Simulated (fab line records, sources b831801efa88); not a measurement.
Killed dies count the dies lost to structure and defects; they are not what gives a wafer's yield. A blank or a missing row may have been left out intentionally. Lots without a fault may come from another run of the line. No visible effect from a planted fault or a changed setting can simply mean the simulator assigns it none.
Which tool did it? | flow sky130 | 14 lots, 42 wafers sampled, at 1 step of a route of 708

## WHAT THE GAUGES READ, wafer by wafer
SKY_VIA3_RS_MEAS_22: the measuring method here is four-point-probe.
lot  | measured     | on            | VIA3_W_RS (ohm/sq)
L715 | day 39 22:53 | film metro-03 | 0.288 0.293 0.287
L716 | day 40 11:05 | film metro-04 | 0.283 0.290 0.292
L717 | day 40 15:34 | film metro-02 | 0.293 0.288 0.290
L718 | day 40 15:55 | film metro-03 | 0.283 0.287 0.284
L719 | day 40 22:47 | film metro-02 | 0.288 0.282 0.290
L720 | day 41 11:50 | film metro-03 | 0.299 0.300 0.288
L721 | day 41 20:49 | film metro-04 | 0.286 0.294 0.291
L722 | day 42 07:36 | film metro-04 | 0.293 0.293 0.293
L724 | day 42 12:59 | film metro-04 | 0.291 0.296 0.286
L725 | day 42 23:07 | film metro-02 | 0.293 0.296 0.294
L726 | day 43 01:40 | film metro-02 | 0.290 0.289 0.295
L729 | day 44 00:59 | film metro-03 | 0.289 0.299 0.301
L735 | day 45 09:58 | film metro-03 | 0.286 0.286 0.287
L736 | day 46 01:25 | film metro-02 | 0.298 0.287 0.289

## TOOL THAT RAN EACH LOT (tool first, then ch and the chambers of the sampled wafers, then the start)
The record holds no process step before these readings.

## AS READ BY THE TOOLS THEMSELVES (means over the sampled wafers that have a number; for cases with no such wafer, the mark the record gives instead)
The record holds no such reading with a usual standard deviation.

## THE ANSWER, worked out from the rows above alone
Rule: the usual values come from the lots themselves. Put in order of their means at a reading, lots are off if they are a third of the lots or fewer, leave a main group of 4 or more, and stand apart from it by a gap of 3 or more times the standard deviation of the main group's means; of several such gaps the widest counts. If all means in a main group match to the digits the tables above print for the reading, that group is not used. A lot without any number at a reading at which 4 lots or more have one is off too. All remaining lots with rows at the step are treated as sound. After the gauges, taken in route order, come the tools' own readings; for these a lot's mean is taken, as printed above. At the first step where some lot is off, the reading lying furthest off is the one used; lots without a number count as furthest.
No lot is off on any of the readings shown, so nothing can be concluded from this.

## WHAT THE SIMULATOR HAD PUT IN
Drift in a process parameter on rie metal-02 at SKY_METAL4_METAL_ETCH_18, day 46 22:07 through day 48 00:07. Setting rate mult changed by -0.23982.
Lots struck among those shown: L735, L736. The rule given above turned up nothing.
